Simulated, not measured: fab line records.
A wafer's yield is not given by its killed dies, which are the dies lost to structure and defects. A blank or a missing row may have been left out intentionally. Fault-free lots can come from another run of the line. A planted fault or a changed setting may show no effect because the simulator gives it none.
Struck lot and sound lot, side by side -- flow sky130 -- 32 steps out of a route of 708
Sound: these wafers, L946.2, L946.4, L946.6. Wafers L955.3, L955.5, L955.6 were the ones struck. At the end, the cause is stated.
Per side, at each step with rows, come the tool, then ch with its chambers, and then its first start. Under that, the readings that differ: sound wafers -- struck wafers -- difference of the means -- sigmas: that difference in standard deviations of wafers without a fault.
alike: readings whose means differ by less than 2 such deviations, and words and numbers that are the same on both sides. not compared: withheld readings, readings that some wafer has no value for, bounds like >300 that may hide the same value, and numbers for which the record gives no deviation and whose values overlap.
Wherever a step has rows on one side only, a row that says differs or no value, or a row with sigmas, the two part there. When numbers do not overlap yet have no deviation, they are printed without sigmas and do not part them. A reading missing from all wafers of one side parts the sides only when that side holds two or more wafers.

SKY_PWDE_OVL_MEAS_07:
  sound on overlay-02 at day 4 16:18; struck on overlay-01 at day 6 21:19
  alike: PWDE_OVL
next, for these wafers, 1 step has no rows: SKY_PWDE_IMPLANT_08.
SKY_PWDE_STRIP_09: strips in O2/N2.
  sound on plasma-asher-04 ch 0,1, day 4 16:29; struck on plasma-asher-02 ch 0,1, day 6 21:31
  alike: drypump-motor-current-A, oes-product-au, strip-time-to-endpoint-s
  not compared: rf-hours-counter-h
SKY_PWDE_TW_MEAS_10:
  sound on film-metro-03 at day 4 16:35; struck on film-metro-02 at day 6 21:36
  alike: PWDE_TW
then, 7 steps without rows for these wafers: SKY_NWELL_DEHYDRATE_03 (time 60 s); SKY_NWELL_HMDS_04 (prime time 60 s); SKY_NWELL_COAT_05 (resist thk 3000 nm); SKY_NWELL_SOFTBAKE_06; SKY_NWELL_EXPOSE_07 (exposes mask NWM, target cd 840 nm); SKY_NWELL_PEB_08; SKY_NWELL_DEVELOP_09 (develop time 60 s).
SKY_NWELL_OVL_MEAS_10:
  sound on overlay-01 at day 5 10:19; struck on overlay-02 at day 7 16:33
  alike: NWELL_00_OVL
SKY_NWELL_IMPLANT_11:
  sound on implanter-02 ch 0, day 5 10:23; struck on implanter-02 ch 0, day 7 16:38
reading,sound,struck,difference,sigmas
beam-energy-keV,400.05 400.10 399.99,364.26 363.99 364.35,-35.85,-99 or more
model.implant.rp-nm (nm),481.4 481.4 481.4,461.6 461.6 461.6,-19.8,
model.implant.drp-nm (nm),116.9 116.9 116.9,111 111 111,-6,
  alike: faraday-current-uA
then, 2 steps without rows for these wafers: SKY_NWELL_IMPLANT_12; SKY_NWELL_IMPLANT_13.
SKY_NWELL_STRIP_14: strips in O2/N2.
  sound on plasma-asher-03 ch 0,1, day 5 10:48; struck on plasma-asher-03 ch 0,1, day 7 17:04
  alike: drypump-motor-current-A, oes-product-au, strip-time-to-endpoint-s
  not compared: rf-hours-counter-h
SKY_NWELL_TW_MEAS_15:
  sound on film-metro-02 at day 5 10:55; struck on film-metro-02 at day 7 17:09
  alike: NWELL_TW
then, 7 steps without rows for these wafers: SKY_NWELL_DEHYDRATE_16 (time 60 s); SKY_NWELL_HMDS_17 (prime time 60 s); SKY_NWELL_COAT_18 (resist thk 3000 nm); SKY_NWELL_SOFTBAKE_19; SKY_NWELL_EXPOSE_20 (exposes mask NWM COMPLEMENT, target cd 840 nm); SKY_NWELL_PEB_21; SKY_NWELL_DEVELOP_22 (develop time 60 s).
SKY_NWELL_OVL_MEAS_23:
  sound on overlay-02 at day 6 04:46; struck on overlay-01 at day 8 12:19
  alike: NWELL_01_OVL
next, for these wafers, 1 step has no rows: SKY_NWELL_IMPLANT_24.
SKY_NWELL_STRIP_25: strips in O2/N2.
  sound on plasma-asher-01 ch 0,1, day 6 04:57; struck on plasma-asher-01 ch 0,1, day 8 12:31
  alike: drypump-motor-current-A, oes-product-au, strip-time-to-endpoint-s
  not compared: rf-hours-counter-h
SKY_NWELL_TW_MEAS_26:
  sound on film-metro-02 at day 6 05:04; struck on film-metro-03 at day 8 12:36
  alike: NWELL_2_TW
then, 1 step without rows for these wafers: SKY_NWELL_CLEAN_27 (cleans in SC1/SC2, time 150 s).
SKY_NWELL_RTA_28: time 30 s.
  sound on rtp-anneal-01 ch 0, day 6 05:11; struck on rtp-anneal-01 ch 0, day 8 12:44
  alike: lamp-power-pct, wafer_temp_C_max
SKY_NWELL_RS_MEAS_29: uses a four-point probe to measure.
  sound on film-metro-01 at day 6 05:17; struck on film-metro-02 at day 8 12:50
reading,sound,struck,difference,sigmas
NWELL_RS (ohm/sq),627.0 624.2 624.4,640.1 641.2 640.2,+15.3,+11
-- the record jumps here: 40 days lie between the struck wafers' starts before and after (it left off in module NWELL and takes up again in module PAD_OPEN, whose first step shown is number 708 of the route) --
SKY_PAD_OPEN_PROBE_99:
  sound on prober-02 at day 46 19:56; struck on prober-01 at day 48 20:37
reading,sound,struck,difference,sigmas
killed-at-other,0 0 0,1 2 2,+2,+3
model.etest.nfet_16v.r-on-ohm-um,1.388e+04 1.389e+04 1.397e+04,1.354e+04 1.356e+04 1.364e+04,-3.333e+02,
model.etest.res-nwell.line-ohm-um,1204 1208 1189,1341 1340 1325,+135,
model.etest.res-nwell.rs-ohm-sq,1008 1009 1010,1100 1092 1088,+84,
model.etest.tip_p_5v.rs-ohm-sq,2894 2894 2864,2945 2935 2947,+58,
model.etest.pfet_16v.drive-ua-um,241.8 242.8 241,232.5 236.6 234.8,-7.2,
model.etest.pfet_01v8_lvt.drive-ua-um,177.5 175.2 171.9,167.1 166.9 169.1,-7.2,
  alike: killed_at_M0_to_M3, killed_at_M4_up, killed-at-contacts, killed-at-front-end, killed-dies, killed-open, killed-short
  not compared: model.etest.pfet-g5v0d10v5.r-on-ohm-um, model.etest.pfet-g5v0d10v5.drive-ua-um

== WHERE THEY PART ==
Earliest at SKY_NWELL_IMPLANT_11; latest, in this record, at SKY_PAD_OPEN_PROBE_99.

WHY: whatever the simulator had introduced
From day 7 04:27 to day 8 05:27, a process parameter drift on implanter-02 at SKY_NWELL_IMPLANT_11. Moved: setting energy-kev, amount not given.
